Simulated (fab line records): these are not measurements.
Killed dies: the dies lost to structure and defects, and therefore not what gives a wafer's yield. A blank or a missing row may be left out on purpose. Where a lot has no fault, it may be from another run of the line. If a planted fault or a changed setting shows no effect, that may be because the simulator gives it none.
Chamber matching ; flow gf180mcu ; GF_V2_ETCH_16 on rie_diel-01 has 4 sister chambers
The step etches BARC in N2/H2. 4 wafers are shown with their chamber, then 7 later ones without.

## WAFERS, EACH WITH ITS CHAMBER
wafer;chamber;drypump_motor_current_A (A)
L336.2;3;6.2
L337.1;2;6.2
L343.1;1;6.4
L343.3;0;5.4

## WAFERS WITHOUT THEIR CHAMBER
wafer;drypump_motor_current_A (A)
L343.5;6.2
L344.2;6.4
L344.3;5.5
L344.6;6.2
L353.3;6.3
L353.4;6.2
L353.6;6.4

## EACH ONE'S CHAMBER
wafer;from the rows above;in truth
L343.5;can't be placed: 2 or 3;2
L344.2;1;1
L344.3;0;0
L344.6;can't be placed: 2 or 3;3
L353.3;can't be placed: 2 or 3 or 1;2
L353.4;can't be placed: 2 or 3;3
L353.6;1;1
3 of 7 placed correctly. These rows do not allow placing 4 (true chamber among the candidates in 4). Placed wrongly: 0.
How it was worked out, from the rows above alone: a wafer's distance from a chamber is the root of the sum, over the readings, of the square of ((its reading less the chamber's mean) divided by the reading's scatter). If the next closest chamber is less than 2 further off than the closest, the wafer can't be placed; otherwise it belongs to the closest. The mean given for a chamber averages the wafers shown for that chamber. The scatter: root of mean squared gap, hidden wafer to nearest shown wafer, with one shown wafer a chamber.
